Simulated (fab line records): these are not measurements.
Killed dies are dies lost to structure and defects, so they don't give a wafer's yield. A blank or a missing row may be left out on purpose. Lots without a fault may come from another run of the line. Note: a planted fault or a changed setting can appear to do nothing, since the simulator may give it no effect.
fab line records | flow sky130
record: lots: 12 | wafers: 36 | lastDay: 50
route steps=708 shown VT_ADJUST_HVTP@96 SONOS_ONO@183 GATE_OXIDE@198 POLY_GATE@229
lots that met no fault: from a run of the same line without faults
startH: the number of hours between the record's first day and the start of the first shown wafer of the lot | waitH: hours from the lot's prior step to this one | " identical to the entry in the row above | L1.1+2: one row covering several wafers at once | - no value present, or no start provided | * or withheld: withheld | < > ~ a bound
route shown NAME@n: names a module that has steps shown in the file, with the first one's number in the route | usual: average and standard deviation across the fault-free wafers | same: alike in all rows | chamber/n: place in a boat | sites: each site's reading | _std_site: standard deviation of those values | _edge_site: mean of outer sites minus mean of inner sites | radiusMm: how far each site lies from the wafer's centre | mask NAME#n: copy n | behind: the tool/chamber that last shaped the wafer | hold: the reason the lot was held/the length of the hold in hours/how it ended | device: the transistor (n, p or np) that didn't switch | end of line: tests run on the same wafers once the route is complete | where a step has no rows: the recipe by itself | killed: dies lost to structure and defects at the first sort, not the wafer's yield | map: shows each die of a wafer: x if killed, . if not, _ if none is there
set.NAME: the setting that was run; set.NAME@STEP: the one run at that earlier step | model.NAME: the simulator's own value behind a step, which no gauge read
route steps across a sampled set of lots; one table per step, one row per wafer
services: a tool's chamber out of use, with start hour (startH, from the record's first day; less than 0 if before it), hours out, and reason
== steps ==
step: SKY_VT_ADJUST_HVTP_TW_MEAS_11
usual: VT_ADJUST_HVTP_TW: 1361/13
lot.wafer | tool         | chamber | startH | waitH | VT_ADJUST_HVTP_TW
L984.1    | filmMetro-04 | -       | 125.06 | 0.1   | 1366
L984.3    | "            | -       | "      | "     | 1364
L984.4    | "            | -       | "      | "     | 1364
L985.1    | filmMetro-04 | -       | 128.66 | 0.1   | 1358
L985.2    | "            | -       | "      | "     | 1361
L985.5    | "            | -       | "      | "     | 1356
L986.1    | filmMetro-04 | -       | 136.27 | 0.1   | 1357
L986.4    | "            | -       | "      | "     | 1349
L986.5    | "            | -       | "      | "     | 1355
L987.1    | filmMetro-01 | -       | 142.10 | 0.1   | 1376
L987.4    | "            | -       | "      | "     | 1374
L987.6    | "            | -       | "      | "     | 1365
L989.2    | filmMetro-01 | -       | 155.67 | 0.1   | 1357
L989.4    | "            | -       | "      | "     | 1355
L989.6    | "            | -       | "      | "     | 1358
L990.3    | filmMetro-01 | -       | 157.79 | 0.1   | 1354
L990.4    | "            | -       | "      | "     | 1352
L990.6    | "            | -       | "      | "     | 1355
L994.2    | filmMetro-04 | -       | 182.72 | 0.1   | 1355
L994.3    | "            | -       | "      | "     | 1354
L994.5    | "            | -       | "      | "     | 1361
L998.2    | filmMetro-02 | -       | 214.86 | 0.1   | 1343
L998.3    | "            | -       | "      | "     | 1346
L998.6    | "            | -       | "      | "     | 1339
L100.1    | filmMetro-01 | -       | 225.36 | 0.1   | 1378
L100.2    | "            | -       | "      | "     | 1373
L100.6    | "            | -       | "      | "     | 1373
L104.2    | filmMetro-02 | -       | 247.88 | 0.1   | 1334
L104.3    | "            | -       | "      | "     | 1332
L104.6    | "            | -       | "      | "     | 1338
L105.4    | filmMetro-01 | -       | 256.54 | 0.1   | 1372
L105.5    | "            | -       | "      | "     | 1372
L105.6    | "            | -       | "      | "     | 1368
L107.2    | filmMetro-01 | -       | 271.81 | 0.1   | 1370
L107.3    | "            | -       | "      | "     | 1371
L107.5    | "            | -       | "      | "     | 1369
step: SKY_SONOS_ONO_ETCH_15
recipe: targetDepthNm: 19.52 | chemistry: CHF3/O2 | sourceW: 600 | biasW: 200 | pressureMtorr: 40 | chf3FlowSccm: 50 | O2_flow_sccm: 5 | timeS: 7.8
usual: drypumpMotorCurrentA: 5.6/0.47 | oesProductAu: 0.998/0.012 | throttleValvePct: 8.824/0.0087
lot.wafer | tool       | chamber | startH | waitH | drypumpMotorCurrentA | oesProductAu | rfHoursCounterH | throttleValvePct
L984.1    | rieDiel-03 | 3       | 281.30 | 0.0   | 5.1                  | 0.999        | 46              | 8.843
L984.3    | "          | 0       | "      | "     | 5.3                  | 0.985        | 92              | 8.816
L984.4    | "          | 1       | "      | "     | 6.2                  | 1.002        | 3               | 8.829
L985.1    | rieDiel-03 | 0       | 288.62 | 0.0   | 5.3                  | 0.991        | 93              | 8.828
L985.2    | "          | 1       | "      | "     | 6.2                  | 0.989        | 3               | 8.828
L985.5    | "          | 3       | "      | "     | 5.1                  | 0.993        | -               | 8.827
L986.1    | rieDiel-01 | 3       | 294.52 | 0.0   | 5.7                  | 0.991        | 52              | 8.826
L986.4    | "          | 0       | "      | "     | 5.8                  | 1.001        | 67              | 8.808
L986.5    | "          | 2       | "      | "     | 6.3                  | 1.030        | -               | 8.823
L987.1    | rieDiel-04 | 0       | 304.77 | 0.0   | 4.9                  | 0.978        | 2               | 8.824
L987.4    | "          | 2       | "      | "     | 5.8                  | 0.994        | 60              | 8.822
L987.6    | "          | 1       | "      | "     | 5.6                  | 0.997        | -               | 8.838
L989.2    | rieDiel-03 | 0       | 322.03 | 0.0   | 5.3                  | 0.994        | 93              | 8.828
L989.4    | "          | 2       | "      | "     | 6.1                  | 0.993        | 3               | 8.807
L989.6    | "          | 2       | "      | "     | 6.1                  | 1.004        | -               | 8.822
L990.3    | rieDiel-04 | 1       | 324.08 | 0.0   | 5.6                  | 1.004        | 67              | 8.827
L990.4    | "          | 0       | "      | "     | 4.9                  | 0.975        | 2               | 8.812
L990.6    | "          | 0       | "      | "     | 4.9                  | 0.988        | -               | 8.828
L994.2    | rieDiel-01 | 0       | 364.55 | 0.0   | 5.8                  | 0.991        | 68              | 8.828
L994.3    | "          | 3       | "      | "     | 5.6                  | 0.979        | 54              | 8.815
L994.5    | "          | 1       | "      | "     | 5.3                  | 0.989        | -               | 8.820
L998.2    | rieDiel-04 | 2       | 396.43 | 0.0   | 5.7                  | 0.996        | 61              | 8.813
L998.3    | "          | 3       | "      | "     | 5.0                  | 0.993        | 28              | 8.812
L998.6    | "          | 3       | "      | "     | 5.0                  | 1.002        | -               | 8.828
L100.1    | rieDiel-04 | 3       | 412.27 | 0.0   | 5.0                  | 1.000        | 28              | 8.817
L100.2    | "          | 1       | "      | "     | 5.6                  | 1.001        | 69              | 8.823
L100.6    | "          | 1       | "      | "     | 5.6                  | 1.005        | -               | 8.812
L104.2    | rieDiel-04 | 2       | 440.62 | 0.0   | 5.7                  | 0.989        | 62              | 8.819
L104.3    | "          | 1       | "      | "     | 5.6                  | 1.002        | 69              | 8.821
L104.6    | "          | 3       | "      | "     | 5.0                  | 1.002        | -               | 8.816
L105.4    | rieDiel-01 | 0       | 452.10 | 0.0   | 5.8                  | 0.976        | 69              | 8.813
L105.5    | "          | 2       | "      | "     | 6.3                  | 1.024        | -               | 8.841
L105.6    | "          | 1       | "      | "     | 5.2                  | 0.981        | -               | 8.826
L107.2    | rieDiel-04 | 1       | 469.80 | 0.0   | 5.6                  | 1.006        | 70              | 8.810
L107.3    | "          | 0       | "      | "     | 4.9                  | 1.001        | 4               | 8.839
L107.5    | "          | 0       | "      | "     | 4.9                  | 0.993        | -               | 8.831
step: SKY_GATE_OXIDE_IMPLANT_11
recipe: species: B | energyKev: 10 | doseCm2: 2.6e+12 | tiltDeg: withheld
usual: beamEnergyKeV: 10.001/0.0035
lot.wafer | tool         | chamber | startH | waitH | beamEnergyKeV
L984.1    | implanter-04 | 0       | 310.85 | 0.0   | 10.004
L984.3    | "            | 0       | "      | "     | 10.003
L984.4    | "            | 0       | "      | "     | 10.002
L985.1    | implanter-01 | 0       | 316.15 | 0.0   | 10.000
L985.2    | "            | 0       | "      | "     | 10.000
L985.5    | "            | 0       | "      | "     | 10.000
L986.1    | implanter-02 | 0       | 322.59 | 0.0   | 9.998
L986.4    | "            | 0       | "      | "     | 10.001
L986.5    | "            | 0       | "      | "     | 9.998
L987.1    | implanter-04 | 0       | 331.54 | 0.0   | 10.006
L987.4    | "            | 0       | "      | "     | 9.999
L987.6    | "            | 0       | "      | "     | 10.005
L990.3    | implanter-02 | 0       | 355.95 | 0.1   | 9.999
L990.4    | "            | 0       | "      | "     | 10.007
L990.6    | "            | 0       | "      | "     | 10.003
L989.2    | implanter-04 | 0       | 356.03 | 0.1   | 10.000
L989.4    | "            | 0       | "      | "     | 10.007
L989.6    | "            | 0       | "      | "     | 10.002
L994.2    | implanter-01 | 0       | 394.57 | 0.0   | 10.003
L994.3    | "            | 0       | "      | "     | 10.005
L994.5    | "            | 0       | "      | "     | 10.007
L998.2    | implanter-04 | 0       | 429.29 | 0.0   | 8.690
L998.3    | "            | 0       | "      | "     | 8.688
L998.6    | "            | 0       | "      | "     | 8.687
L100.1    | implanter-04 | 0       | 445.26 | 0.0   | 8.684
L100.2    | "            | 0       | "      | "     | 8.689
L100.6    | "            | 0       | "      | "     | 8.684
L104.2    | implanter-01 | 0       | 473.76 | 0.0   | 10.004
L104.3    | "            | 0       | "      | "     | 10.005
L104.6    | "            | 0       | "      | "     | 10.004
L105.4    | implanter-02 | 0       | 485.02 | 0.1   | 10.005
L105.5    | "            | 0       | "      | "     | 10.006
L105.6    | "            | 0       | "      | "     | 10.007
L107.2    | implanter-04 | 0       | 501.64 | 0.0   | 9.998
L107.3    | "            | 0       | "      | "     | 9.998
L107.5    | "            | 0       | "      | "     | 9.999
step: SKY_GATE_OXIDE_TW_MEAS_14
usual: GATE_OXIDE_TW: 224.0/2.4
lot.wafer | tool         | chamber | startH | waitH | hold                    | GATE_OXIDE_TW
L984.1    | filmMetro-01 | -       | 311.20 | 0.1   | -                       | 228.0
L984.3    | "            | -       | "      | "     | -                       | 228.4
L984.4    | "            | -       | "      | "     | -                       | 228.5
L985.1    | filmMetro-04 | -       | 316.51 | 0.1   | -                       | 225.8
L985.2    | "            | -       | "      | "     | -                       | 225.9
L985.5    | "            | -       | "      | "     | -                       | 224.9
L986.1    | filmMetro-04 | -       | 322.94 | 0.1   | -                       | 225.4
L986.4    | "            | -       | "      | "     | -                       | 227.4
L986.5    | "            | -       | "      | "     | -                       | 225.0
L987.1    | filmMetro-03 | -       | 331.89 | 0.1   | -                       | 220.2
L987.4    | "            | -       | "      | "     | -                       | 222.0
L987.6    | "            | -       | "      | "     | -                       | 222.2
L990.3    | filmMetro-01 | -       | 356.28 | 0.1   | -                       | 227.8
L990.4    | "            | -       | "      | "     | -                       | 227.8
L990.6    | "            | -       | "      | "     | -                       | 226.1
L989.2    | filmMetro-01 | -       | 356.37 | 0.1   | -                       | 227.6
L989.4    | "            | -       | "      | "     | -                       | 228.4
L989.6    | "            | -       | "      | "     | -                       | 227.7
L994.2    | filmMetro-01 | -       | 394.92 | 0.1   | -                       | 228.0
L994.3    | "            | -       | "      | "     | -                       | 227.6
L994.5    | "            | -       | "      | "     | -                       | 227.4
L998.2    | filmMetro-03 | -       | 429.62 | 0.1   | awaitDispo/0.2h/release | 214.4
L998.3    | "            | -       | "      | "     | awaitDispo/0.2h/release | 215.3
L998.6    | "            | -       | "      | "     | awaitDispo/0.2h/release | 215.0
L998.2    | filmMetro-03 | -       | 429.85 | 0.2   | -                       | 213.9
L998.3    | "            | -       | "      | "     | -                       | 215.3
L998.6    | "            | -       | "      | "     | -                       | 214.1
L100.1    | filmMetro-03 | -       | 445.61 | 0.1   | awaitDispo/0.2h/release | 214.7
L100.2    | "            | -       | "      | "     | awaitDispo/0.2h/release | 215.3
L100.6    | "            | -       | "      | "     | awaitDispo/0.2h/release | 215.2
L100.1    | filmMetro-03 | -       | 445.84 | 0.2   | -                       | 214.6
L100.2    | "            | -       | "      | "     | -                       | 215.3
L100.6    | "            | -       | "      | "     | -                       | 215.7
L104.2    | filmMetro-03 | -       | 474.10 | 0.1   | -                       | 223.9
L104.3    | "            | -       | "      | "     | -                       | 222.9
L104.6    | "            | -       | "      | "     | -                       | 222.9
L105.4    | filmMetro-01 | -       | 485.33 | 0.1   | -                       | 219.2
L105.5    | "            | -       | "      | "     | -                       | 220.0
L105.6    | "            | -       | "      | "     | -                       | 220.3
L107.2    | filmMetro-04 | -       | 501.97 | 0.1   | -                       | 223.0
L107.3    | "            | -       | "      | "     | -                       | 223.0
L107.5    | "            | -       | "      | "     | -                       | 224.6
step: SKY_POLY_GATE_ETCH_15
recipe: chemistry: N2/H2 | target: BARC | ionEnergyEv: 200 | sourceW: 500 | biasW: 100 | pressureMtorr: 30 | n2FlowSccm: 100 | h2FlowSccm: 200 | stopOn: SiO2 | timeS: 118.5 | targetDepthA: 1100
usual: drypumpMotorCurrentA: 5.5/0.43 | n2FlowSccm: 100.0/0.3 | oesProductAu: 0.716/0.0049 | throttleValvePct: 13.214/0.0099
lot.wafer | tool       | chamber | startH | waitH | drypumpMotorCurrentA | n2FlowSccm | oesProductAu | rfHoursCounterH | throttleValvePct
L984.1    | rieDiel-03 | 3       | 374.35 | 0.0   | 5.1                  | 99.6       | 0.714        | 48              | 13.207
L984.3    | "          | 2       | "      | "     | 6.2                  | 100.1      | 0.720        | 4               | 13.214
L984.4    | "          | 1       | "      | "     | 6.2                  | 100.2      | 0.715        | 5               | 13.205
L985.1    | rieDiel-04 | 3       | 374.58 | 0.0   | 5.0                  | 100.2      | 0.721        | 28              | 13.239
L985.2    | "          | 2       | "      | "     | 5.7                  | 100.5      | 0.714        | 61              | 13.225
L985.5    | "          | 3       | "      | "     | 5.0                  | 100.6      | 0.716        | -               | 13.222
L986.1    | rieDiel-03 | 2       | 390.51 | 0.0   | 6.1                  | 99.5       | 0.716        | 5               | 13.229
L986.4    | "          | 3       | "      | "     | 5.1                  | 99.4       | 0.712        | 49              | 13.223
L986.5    | "          | 1       | "      | "     | 6.2                  | 100.0      | 0.715        | -               | 13.202
L987.1    | rieDiel-04 | 3       | 399.86 | 0.0   | 5.0                  | 100.3      | 0.725        | 28              | 13.211
L987.4    | "          | 1       | "      | "     | 5.6                  | 100.0      | 0.716        | 68              | 13.216
L987.6    | "          | 3       | "      | "     | 5.0                  | 100.5      | 0.727        | -               | 13.211
L989.2    | rieDiel-03 | 2       | 420.13 | 0.0   | 6.1                  | 100.1      | 0.720        | 5               | 13.219
L989.4    | "          | 0       | "      | "     | 5.3                  | 100.5      | 0.711        | 96              | 13.208
L989.6    | "          | 1       | "      | "     | 6.3                  | 100.1      | 0.718        | -               | 13.212
L990.3    | rieDiel-02 | 2       | 420.48 | 0.0   | 5.3                  | 99.9       | 0.718        | 48              | 13.211
L990.4    | "          | 0       | "      | "     | 5.3                  | 100.0      | 0.713        | 20              | 13.214
L990.6    | "          | 0       | "      | "     | 5.3                  | 99.4       | 0.719        | -               | 13.221
L994.2    | rieDiel-02 | 3       | 463.43 | 0.0   | 5.2                  | 99.9       | 0.706        | 29              | 13.201
L994.3    | "          | 2       | "      | "     | 5.3                  | 100.1      | 0.711        | 49              | 13.220
L994.5    | "          | 0       | "      | "     | 5.3                  | 100.4      | 0.720        | -               | 13.198
L998.2    | rieDiel-02 | 3       | 495.95 | 0.0   | 5.2                  | 99.8       | 0.718        | 30              | 13.227
L998.3    | "          | 2       | "      | "     | 5.3                  | 100.5      | 0.719        | 50              | 13.226
L998.6    | "          | 2       | "      | "     | 5.3                  | 100.2      | 0.710        | -               | 13.221
L100.1    | rieDiel-02 | 2       | 511.50 | 0.0   | 5.3                  | 100.1      | 0.713        | 51              | 13.216
L100.2    | "          | 1       | "      | "     | 6.0                  | 100.4      | 0.704        | 10              | 13.222
L100.6    | "          | 2       | "      | "     | 5.3                  | 99.9       | 0.719        | -               | 13.205
L104.2    | rieDiel-02 | 0       | 543.70 | 0.0   | 5.3                  | 100.1      | 0.714        | 23              | 13.215
L104.3    | "          | 3       | "      | "     | 5.2                  | 100.6      | 0.710        | 31              | 13.214
L104.6    | "          | 3       | "      | "     | 5.2                  | 100.1      | 0.721        | -               | 13.237
L105.4    | rieDiel-03 | 0       | 549.70 | 0.0   | 5.3                  | 100.6      | 0.714        | 1               | 13.219
L105.5    | "          | 3       | "      | "     | 5.1                  | 100.1      | 0.707        | -               | 13.214
L105.6    | "          | 0       | "      | "     | 5.3                  | 100.1      | 0.714        | -               | 13.217
L107.2    | rieDiel-03 | 2       | 567.25 | 0.0   | 6.1                  | 99.8       | 0.709        | 9               | 13.207
L107.3    | "          | 1       | "      | "     | 6.3                  | 99.7       | 0.720        | 10              | 13.204
L107.5    | "          | 2       | "      | "     | 6.1                  | 99.6       | 0.714        | -               | 13.218
== services ==
tool         | chamber | startH | hours | kind
implanter-02 | -       | 265.03 | 1.5   | repair
implanter-02 | -       | 268.63 | 1.9   | repair
implanter-04 | -       | 269.93 | 20.3  | pm
rieDiel-03   | -       | 273.53 | 0.7   | repair
implanter-04 | -       | 339.56 | 2.2   | pm
rieDiel-03   | 1       | 348.12 | 19.3  | repair
rieDiel-04   | -       | 358.56 | 4.2   | repair
rieDiel-03   | -       | 404.92 | 1.1   | repair
rieDiel-04   | 2       | 405.58 | 17.9  | repair
rieDiel-04   | -       | 426.04 | 0.4   | repair
rieDiel-04   | -       | 447.37 | 2.8   | pm
rieDiel-04   | 0       | 450.88 | 2.9   | repair
rieDiel-03   | -       | 453.68 | 0.9   | repair
rieDiel-03   | 1       | 457.64 | 4.5   | repair
rieDiel-03   | 3       | 458.87 | 4.9   | repair
rieDiel-03   | 3       | 478.72 | 16.9  | repair
implanter-04 | -       | 487.80 | 1.6   | repair
rieDiel-03   | 2       | 499.63 | 2.6   | repair
implanter-04 | -       | 504.35 | 3.4   | repair
rieDiel-03   | 0       | 514.69 | 16.2  | repair
implanter-04 | -       | 525.32 | 3.5   | pm
rieDiel-04   | 2       | 534.73 | 7.9   | repair
rieDiel-02   | -       | 535.45 | 0.4   | repair
implanter-04 | -       | 548.24 | 2.2   | repair
== key ==
firstSign: step: SKY_GATE_OXIDE_IMPLANT_11 | reading: beamEnergyKeV | direction: down | sigmas: 99+ | usual: * | struck: *
effect: step: SKY_GATE_OXIDE_TW_MEAS_14 | reading: visit | direction: added
metAt SKY_GATE_OXIDE_IMPLANT_11
struckLots L998,L100
testerLeftOut L998,L100
notActingAt SKY_VT_ADJUST_HVTP_TW_MEAS_11,SKY_SONOS_ONO_ETCH_15,SKY_POLY_GATE_ETCH_15
onsetBetween 356.03 429.29
fault: kind: processParameterDrift | tool: implanter-04 | chamber: - | onsetH: 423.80 | steps: SKY_GATE_OXIDE_IMPLANT_11 | channel: energyKev | offset: * | shape: step | endH: 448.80 | actsIn: * | stated: *
testerLeftOut: of these lots the tester's yield and bins aren't shown, on N5 and GAA mostly nor the transistor test; their killed dies are dies lost to structure and defects alone, not to doping, threshold or leakage, so they don't give the yield
